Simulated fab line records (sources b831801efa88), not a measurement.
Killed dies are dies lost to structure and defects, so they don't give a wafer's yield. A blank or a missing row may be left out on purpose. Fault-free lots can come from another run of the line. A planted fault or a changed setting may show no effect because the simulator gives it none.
A struck lot beside a sound one || flow sky130 || 34 steps out of a route of 708
Sound: these wafers, L206.1, L206.2, L206.4. Struck: wafer L199.4 (L199.2, L199.5, from the same lot, were not struck and are left out); the cause is given at the end.
Order at every step that has rows: each side's tool, ch and its chambers, its first start. Under that, the readings that differ: sound wafers || struck wafers || difference of the means || sigmas: that difference in standard deviations of wafers without a fault.
alike: words and numbers the same on both sides, and readings whose means are apart by under 2 such deviations; not compared: readings that were withheld, readings missing a value for some wafer, numbers with overlapping values and no deviation given by the record, and bounds like >300 which may hide the same value.
Wherever a step has rows on one side only, a row that says differs or no value, or a row with sigmas, the two part there. Numbers that don't overlap but have no deviation are shown without sigmas and don't part them. Lack of a reading on every wafer of one side parts them only where that side has two or more wafers.

first, 10 steps without rows for these wafers: SKY_VIA1_EXPOSE_09 (exposes mask VIM, target cd 150 nm); SKY_VIA1_PEB_10; SKY_VIA1_DEVELOP_11 (develop time 60 s); SKY_VIA1_ETCH_14 (etches BARC in N2/H2, stops on SiO2, time 45.9 s, target depth 60 nm); SKY_VIA1_ETCH_15 (etches SiO2 in C4F8/O2/Ar, stops on TiN, target depth 351 nm, time 54 s); SKY_VIA1_STRIP_16 (strips in O2/N2); SKY_VIA1_STRIP_17 (strips in post etch residue remover, time 1200 s); SKY_VIA1_CLEAN_18 (cleans in IPA, time 180 s); SKY_VIA1_CLEAN_19 (cleans in O3/DIW); SKY_VIA1_SPUTTER_20 (material TiN, target thk 20 nm, time 80 s).
SKY_VIA1_CVD_21: deposits W, target thk 270 nm, time 80.902 s.
  sound on cvd_w-01 ch 0,1, day 39 12:49; struck on cvd_w-02 ch 1, day 38 06:47
{"reading": "heater_power_w (W)", "sound": "633 754 646", "struck": 876, "difference": "+198", "sigmas": "+3"}
  alike: susceptor_temp_C
then, 22 steps without rows for these wafers: SKY_VIA1_CMP_24 (polishes, stops on SiO2, t overpolish 15 s, target thk 0 nm); SKY_METAL2_SPUTTER_00 (material Ti, target thk 15 nm, time 10 s); SKY_METAL2_SPUTTER_01 (material TiN, target thk 20 nm, time 16.7 s); SKY_METAL2_SPUTTER_02 (material AlCu, target thk 250 nm, time 13.3 s); SKY_METAL2_SPUTTER_03 (material Ti, target thk 5 nm, time 3.3 s); SKY_METAL2_SPUTTER_04 (material TiN, target thk 70 nm, time 58.3 s); SKY_METAL2_DEHYDRATE_07 (time 60 s); SKY_METAL2_HMDS_08 (prime time 60 s); SKY_METAL2_COAT_09 (resist thk 60 nm); SKY_METAL2_COAT_10 (resist thk 450 nm); SKY_METAL2_SOFTBAKE_11 (time 90 s); SKY_METAL2_EXPOSE_12 (exposes mask MM2, target cd 140 nm); SKY_METAL2_PEB_13; SKY_METAL2_DEVELOP_14 (develop time 60 s); SKY_METAL2_DESCUM_17 (chemistry O2, time 8 s); SKY_METAL2_ETCH_18 (etches BARC in N2/H2, stops on SiO2, time 45.9 s, target depth 60 nm); SKY_METAL2_METAL_ETCH_19 (etches the open film in Cl2/BCl3, stops on SiO2, target depth 360 nm, time 78 s); SKY_METAL2_STRIP_20 (strips in O2/N2); SKY_METAL2_STRIP_21 (strips in post etch residue remover, time 1200 s); SKY_METAL2_CLEAN_22 (cleans in IPA, time 180 s); SKY_METAL2_CLEAN_23 (cleans in O3/DIW); SKY_VIA2_HDPCVD_00 (deposits SiO2, target thk 1180 nm, time 196.7 s).
-- the record jumps here: 11 days lie between the struck wafers' starts before and after (it left off in module VIA2 and takes up again in module PAD_OPEN, whose first step shown is number 708 of the route) --
SKY_PAD_OPEN_PROBE_99:
  sound on prober-02 at day 50 00:49; struck on prober-02 at day 49 04:00
{"reading": "defect_limited_yield (%)", "sound": "83.1 82.5 79.5", "struck": 73.4, "difference": -8.3, "sigmas": -4}
{"reading": "killed_at_M0_to_M3", "sound": "49 38 44", "struck": 100, "difference": "+56", "sigmas": "+8"}
{"reading": "killed_at_M4_up", "sound": "4 2 6", "struck": 8, "difference": "+4", "sigmas": "+2"}
{"reading": "killed_at_contacts", "sound": "21 29 30", "struck": 14, "difference": -13, "sigmas": -2}
{"reading": "killed_dies", "sound": "83 86 101", "struck": 131, "difference": "+41", "sigmas": "+4"}
{"reading": "sort_bin_3_pad_short (%)", "sound": "1.0 0.8 0.6", "struck": 2.6, "difference": "+1.8", "sigmas": "+4"}
{"reading": "sort_bin_5_function (%)", "sound": "8.9 10.6 11.4", "struck": 18.7, "difference": "+8.4", "sigmas": "+6"}
{"reading": "sort_n_pass", "sound": "409 406 391", "struck": 361, "difference": -41, "sigmas": -4}
{"reading": "sort_yield_pct (%)", "sound": "83.1 82.5 79.5", "struck": 73.4, "difference": -8.3, "sigmas": -4}
{"reading": "model.etest.tester.sort_n_pass", "sound": "409 406 391", "struck": 361, "difference": -41, "sigmas": ""}
{"reading": "model.etest.tester.sort_yield_pct (%)", "sound": "83.13 82.52 79.47", "struck": 73.37, "difference": -8.34, "sigmas": ""}
{"reading": "model.etest.tester.sort_bin_5_pct (%)", "sound": "8.943 10.57 11.38", "struck": 18.7, "difference": "+8.4", "sigmas": ""}
{"reading": "model.etest.tester.sort_bin_3_pct (%)", "sound": "1.016 0.813 0.6098", "struck": 2.642, "difference": "+1.829", "sigmas": ""}
  alike: killed_at_front_end, killed_at_other, killed_open, killed_short, sort_bin_6_memory

== WHERE THEY PART ==
Last at SKY_PAD_OPEN_PROBE_99 as far as this record goes, first at SKY_VIA1_CVD_21.

WHY: the cause the simulator had injected
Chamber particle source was cvd_w-02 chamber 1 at SKY_VIA1_CVD_21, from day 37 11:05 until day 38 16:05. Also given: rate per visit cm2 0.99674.
